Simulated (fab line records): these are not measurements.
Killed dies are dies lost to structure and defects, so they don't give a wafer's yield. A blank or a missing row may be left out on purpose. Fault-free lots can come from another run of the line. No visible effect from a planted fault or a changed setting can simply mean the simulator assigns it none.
One fault through the eyes of 2 desks ; flow sky130 ; each desk holds nothing but its own numbers, with what lay behind them at the end

## DESK OF THE TOOL OWNER: implanter-01
The tool's own readings at SKY_LDD_LDN_IMPLANT_10: means of the sampled wafers that have a number, for each lot that ran on this tool. If a lot's mean is further than 4 standard deviations from the usual mean, the lot is out of limits and carries the mark OUT (the distance appears in the brackets).
Columns: A = dose-ions-cm2 at SKY_LDD_LDN_IMPLANT_10, usual 1.2504e+13; B = faraday-current-uA at SKY_LDD_LDN_IMPLANT_10, usual 70.5
lot;first seen here;A;B
L584;day 24 00:59;1.2513e+13;70.6
L585;day 24 14:57;1.2486e+13;70.7
L588;day 25 12:34;1.2526e+13;71.5
L601;day 29 22:45;3.0327e+12 (-99 or more) OUT;17.2 (-38) OUT
L604;day 31 11:04;3.0520e+12 (-99 or more) OUT;17.0 (-38) OUT
This desk's verdict: out of limits on L601, L604, starting with L601 at day 29 22:45 (dose-ions-cm2 at SKY_LDD_LDN_IMPLANT_10). Within limits: L584, L585, L588.

## THE METROLOGY DESK
What the gauges read for every lot (on any tool): the sampled wafers with a number, averaged. If a lot's mean is further than 4 standard deviations from the usual mean, the lot is out of limits and carries the mark OUT (the distance appears in the brackets).
Columns: A = LDD_LDN_TW at SKY_LDD_LDN_TW_MEAS_13, usual 1485; B = cd-nm at SKY_SD_N_CD_MEAS_07, usual 379.8 nm
lot;first seen here;A;B
L581;day 22 10:46;1469;377.0
L584;day 24 01:20;1471;381.4
L585;day 24 15:19;1520;375.9
L586;day 25 00:00;1467;381.4
L587;day 25 12:51;1524;383.8
L588;day 25 12:56;1464;382.3
L593;day 27 03:09;1481;382.1
L594;day 27 17:37;1472;381.7
L601;day 29 23:09;1389 (-5.6) OUT;379.4
L602;day 30 06:12;1508;376.1
L604;day 31 11:28;1412 (-4.3) OUT;381.3
L603;day 32 17:27;1479;382.1
Finding of this desk: L601, L604 out of limits, first seen on L601 at day 29 23:09 (LDD_LDN_TW at SKY_LDD_LDN_TW_MEAS_13). Within limits: L581, L584, L585, L586, L587, L588, L593, L594, L602, L603.

## BROUGHT TOGETHER
The tool owner's desk had the chance to raise an alarm at day 29 22:45 on L601, L604.
At day 29 23:09 the metrology desk could have sounded an alarm, on L601, L604.
Of the lots named, all ran SKY_LDD_LDN_IMPLANT_10 on implanter-01.

## WHAT THE SIMULATOR HAD PUT IN
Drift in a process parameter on implanter-01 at SKY_LDD_LDN_IMPLANT_10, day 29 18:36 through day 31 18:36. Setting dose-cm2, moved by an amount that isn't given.
Lots struck among those shown: L601, L604.
Time in hours from fault onset to the first out-of-limits reading at each desk: tool owner's desk 4, metrology desk 5.
